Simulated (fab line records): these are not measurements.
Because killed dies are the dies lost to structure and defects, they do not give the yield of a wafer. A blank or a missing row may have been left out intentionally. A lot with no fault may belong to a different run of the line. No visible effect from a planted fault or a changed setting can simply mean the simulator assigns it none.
A lot that was struck, set against a sound lot | flow sky130 | 41 steps out of a route of 708
Sound: wafers L952.3, L952.4, L952.5. Wafers L949.1, L949.4, L949.6 were the ones struck. The cause is named last.
At each step with rows: each side's tool, then ch and its chambers, then its first start. Under that, the readings that differ: sound wafers | struck wafers | difference of the means | sigmas: that difference in standard deviations of wafers without a fault.
alike: a reading whose means differ by less than 2 such deviations, as well as words and numbers matching on both sides. not compared: withheld readings; readings where some wafer has no value; bounds like >300 that might hide an equal value; numbers whose values overlap and for which the record gives no deviation.
The two part at a step that has a row with sigmas, a row that says differs or no value, or rows on one side only. Non-overlapping numbers with no deviation appear without sigmas and do not part them. Lack of a reading on every wafer of one side parts them only where that side has two or more wafers.

first, 8 steps without rows for these wafers: SKY_POLY_GATE_ETCH_15 (etches BARC in N2/H2, stops on SiO2, time 118.5 s, target depth 110 nm); SKY_POLY_GATE_ETCH_16 (etches Si3N4 in CH3F/O2, stops on poly-Si, time 147.5 s, target depth 75 nm); SKY_POLY_GATE_ETCH_17 (etches poly-Si in HBr/Cl2, stops on SiO2, target depth 180 nm, time 70.5 s); SKY_POLY_GATE_STRIP_18 (strips in O2/N2); SKY_POLY_GATE_CLEAN_19 (cleans in SC1/SC2, time 150 s); SKY_POLY_GATE_OXIDATION_20 (stabilise 600 s, purge 300 s, target thk 4 nm); SKY_LDD_N_DEHYDRATE_00 (time 60 s); SKY_LDD_N_HMDS_01 (prime time 60 s).
SKY_LDD_N_COAT_02: resist thk 300 nm.
  struck on litho_track-01, day 20 18:13; sound on litho_track-03 ch 0, day 22 11:31
  no value came back on the struck wafers for chill_plate_temp_C (C), dispense_pressure_kPa (kPa); on the sound wafers chill_plate_temp_C (C) reads 23.09 23.02 22.96
then, 4 steps without rows for these wafers: SKY_LDD_N_SOFTBAKE_03 (time 60 s); SKY_LDD_N_EXPOSE_04 (exposes mask NTM, target cd 840 nm); SKY_LDD_N_PEB_05; SKY_LDD_N_DEVELOP_06 (develop time 60 s).
SKY_LDD_N_OVL_MEAS_07:
  sound on overlay-02 at day 23 03:20; struck on overlay-02 at day 21 09:10
  reading        | sound        | struck | difference                    | sigmas
  LDD_N_OVL (nm) | 0.4 -0.3 0.8 | - - -  | no value on the struck wafers |
then, 18 steps without rows for these wafers: SKY_LDD_N_IMPLANT_08; SKY_LDD_N_IMPLANT_09; SKY_LDD_N_IMPLANT_10; SKY_LDD_N_IMPLANT_11; SKY_LDD_N_IMPLANT_12; SKY_LDD_N_IMPLANT_13; SKY_LDD_N_IMPLANT_14; SKY_LDD_N_IMPLANT_15; SKY_LDD_N_STRIP_16 (strips in O2/N2); SKY_LDD_P_DEHYDRATE_00 (time 60 s); SKY_LDD_P_HMDS_01 (prime time 60 s); SKY_LDD_P_COAT_02 (resist thk 1140 nm); SKY_LDD_P_SOFTBAKE_03 (time 60 s); SKY_LDD_P_EXPOSE_04 (exposes mask PSDM, target cd 380 nm); SKY_LDD_P_PEB_05; SKY_LDD_P_DEVELOP_06 (develop time 60 s); SKY_LDD_P_IMPLANT_09; SKY_LDD_P_STRIP_10 (strips in O2/N2).
SKY_LDD_P_TW_MEAS_11:
  sound on film_metro-04 at day 24 11:26; struck on film_metro-04 at day 22 16:24
  reading  | sound       | struck         | difference | sigmas
  LDD_P_TW | 625 627 626 | 2553 2562 2571 | +1936      | +99 or more
then, 2 steps without rows for these wafers: SKY_LDD_HVN_DEHYDRATE_00 (time 60 s); SKY_LDD_HVN_HMDS_01 (prime time 60 s).
SKY_LDD_HVN_TW_MEAS_10:
  sound on film_metro-02 at day 25 17:16; struck on film_metro-03 at day 23 21:47
  reading    | sound          | struck         | difference | sigmas
  LDD_HVN_TW | 1491 1479 1486 | 2669 2682 2671 | +1189      | +46
SKY_LDD_HVP_TW_MEAS_10:
  sound on film_metro-02 at day 26 22:20; struck on film_metro-04 at day 25 03:58
  reading    | sound       | struck         | difference | sigmas
  LDD_HVP_TW | 473 474 473 | 2534 2540 2530 | +2061      | +99 or more
SKY_LDD_LDN_TW_MEAS_13:
  sound on film_metro-03 at day 28 02:52; struck on film_metro-03 at day 26 09:42
  reading    | sound          | struck         | difference | sigmas
  LDD_LDN_TW | 1451 1446 1446 | 2615 2631 2632 | +1178      | +99 or more
-- a jump in the record: the struck wafers' starts before and after are 2 days apart (it breaks off in module LDD_LDN and resumes in module SD_P, where the first step shown is number 331 of the route) --
SKY_SD_P_TW_MEAS_11:
  sound on film_metro-01 at day 30 12:20; struck on film_metro-01 at day 28 20:40
  reading | sound          | struck         | difference | sigmas
  SD_P_TW | 2795 2795 2798 | 3014 2991 2997 | +205       | +4
SKY_RES_XHIGH_TW_MEAS_09:
  sound on film_metro-02 at day 31 15:47; struck on film_metro-03 at day 30 00:33
  reading      | sound          | struck         | difference | sigmas
  RES_XHIGH_TW | 1688 1686 1689 | 2632 2621 2634 | +941       | +29
-- a jump in the record: the struck wafers' starts before and after are 18 days apart (it breaks off in module RES_XHIGH and resumes in module PAD_OPEN, where the first step shown is number 708 of the route) --
SKY_PAD_OPEN_PROBE_99:
  sound on prober-01 at day 49 02:49; struck on prober-01 at day 48 05:12
  reading             | sound     | struck      | difference | sigmas
  killed_at_front_end | 16 14 10  | 421 413 420 | +405       | +99 or more
  killed_dies         | 91 88 109 | 492 492 492 | +396       | +43
  killed_on_rim       | 17 13 26  | 96 96 96    | +77        | +22
  alike: killed_at_M0_to_M3, killed_at_M4_up, killed_at_contacts, killed_at_other, killed_open, killed_short

== WHERE THEY PART ==
First at SKY_LDD_N_COAT_02; last, within this record, at SKY_PAD_OPEN_PROBE_99.

WHY: what had been put in by the simulator
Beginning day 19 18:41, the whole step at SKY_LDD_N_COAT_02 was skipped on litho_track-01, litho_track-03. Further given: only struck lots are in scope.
